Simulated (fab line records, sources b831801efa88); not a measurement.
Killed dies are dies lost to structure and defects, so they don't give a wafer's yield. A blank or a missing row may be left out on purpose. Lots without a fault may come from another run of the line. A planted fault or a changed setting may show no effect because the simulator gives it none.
Which tool did it? | flow sky130 | 11 lots, 33 wafers sampled, at 3 steps of a route of 708

WHAT THE GAUGES READ, wafer by wafer
SKY_SD_P_CD_MEAS_07: target cd 380 nm.
lot  | measured     | on        | cd_nm (nm)
L675 | day 25 18:45 | cd_sem-01 | 378 381 377
L677 | day 27 09:02 | cd_sem-01 | 380 381 380
L678 | day 27 17:59 | cd_sem-01 | 379 377 377
L679 | day 28 04:53 | cd_sem-01 | 374 377 374
L681 | day 28 14:27 | cd_sem-01 | 376 378 380
L682 | day 29 07:15 | cd_sem-01 | 385 384 385
L683 | day 29 16:44 | cd_sem-02 | 379 380 382
L686 | day 30 01:25 | cd_sem-02 | - - -
L688 | day 31 00:20 | cd_sem-01 | 380 381 381
L695 | day 33 02:53 | cd_sem-02 | 381 383 378
L696 | day 33 03:08 | cd_sem-02 | 382 383 383

WHICH TOOL RAN EACH LOT (tool, then ch and the chambers of the sampled wafers, then the start)
lot  | SKY_SONOS_ONO_ETCH_15              | SKY_SD_P_EXPOSE_04
L675 | rie_diel-04 ch 0,2,3, day 12 19:06 | iline_stepper-02 ch 0, day 25 04:34
L677 | rie_diel-04 ch 1,2, day 14 15:25   | iline_stepper-01 ch 0, day 26 18:40
L678 | rie_diel-02 ch 0,1, day 14 18:21   | iline_stepper-01 ch 0, day 27 03:44
L679 | rie_diel-03 ch 0,1, day 15 03:00   | iline_stepper-02 ch 0, day 27 15:02
L681 | rie_diel-04 ch 0,1,3, day 15 08:08 | iline_stepper-01 ch 0, day 28 00:04
L682 | rie_diel-02 ch 1,2, day 16 07:04   | iline_stepper-02 ch 0, day 28 17:59
L683 | rie_diel-02 ch 0,1, day 16 12:05   | iline_stepper-01 ch 0, day 29 02:31
L686 | rie_diel-04 ch 2,3, day 16 20:34   | iline_stepper-02 ch 0, day 29 11:11
L688 | rie_diel-02 ch 0,2,3, day 18 00:12 | iline_stepper-01 ch 0, day 30 10:51
L695 | rie_diel-03 ch 0,2, day 20 02:45   | iline_stepper-02 ch 0, day 32 13:37
L696 | rie_diel-04 ch 0,1, day 20 05:22   | iline_stepper-01 ch 0, day 32 13:51
- SKY_SONOS_ONO_ETCH_15: etches the open film in CHF3/O2, target depth 19.52 nm, time 7.8 s.
- SKY_SD_P_EXPOSE_04: exposes mask PSDM, target cd 380 nm.

THE ANSWER, worked out from the rows above alone
Rule: what is usual is taken from the lots themselves. Put in order of their means at a reading, lots are off if they are a third of the lots or fewer, leave a main group of 4 or more, and stand apart from it by a gap of 3 or more times the standard deviation of the main group's means; of several such gaps the widest counts. A main group whose means are all the same, to the digits that the tables above print for the reading, isn't used. A lot without any number at a reading at which 4 lots or more have one is off too. The other lots that the step has rows for count as sound.
Off: L686, at SKY_SD_P_CD_MEAS_07 (cd_nm). Without a number there: L686. The main group: mean 380 nm, standard deviation 2.6.
A tool fits if, at a process step before that reading, it ran every lot that is off, and no sound lot after the first of them. The gauges at SKY_SD_P_CD_MEAS_07 are tried like those tools. None of those tried fits.

WHAT THE SIMULATOR HAD PUT IN
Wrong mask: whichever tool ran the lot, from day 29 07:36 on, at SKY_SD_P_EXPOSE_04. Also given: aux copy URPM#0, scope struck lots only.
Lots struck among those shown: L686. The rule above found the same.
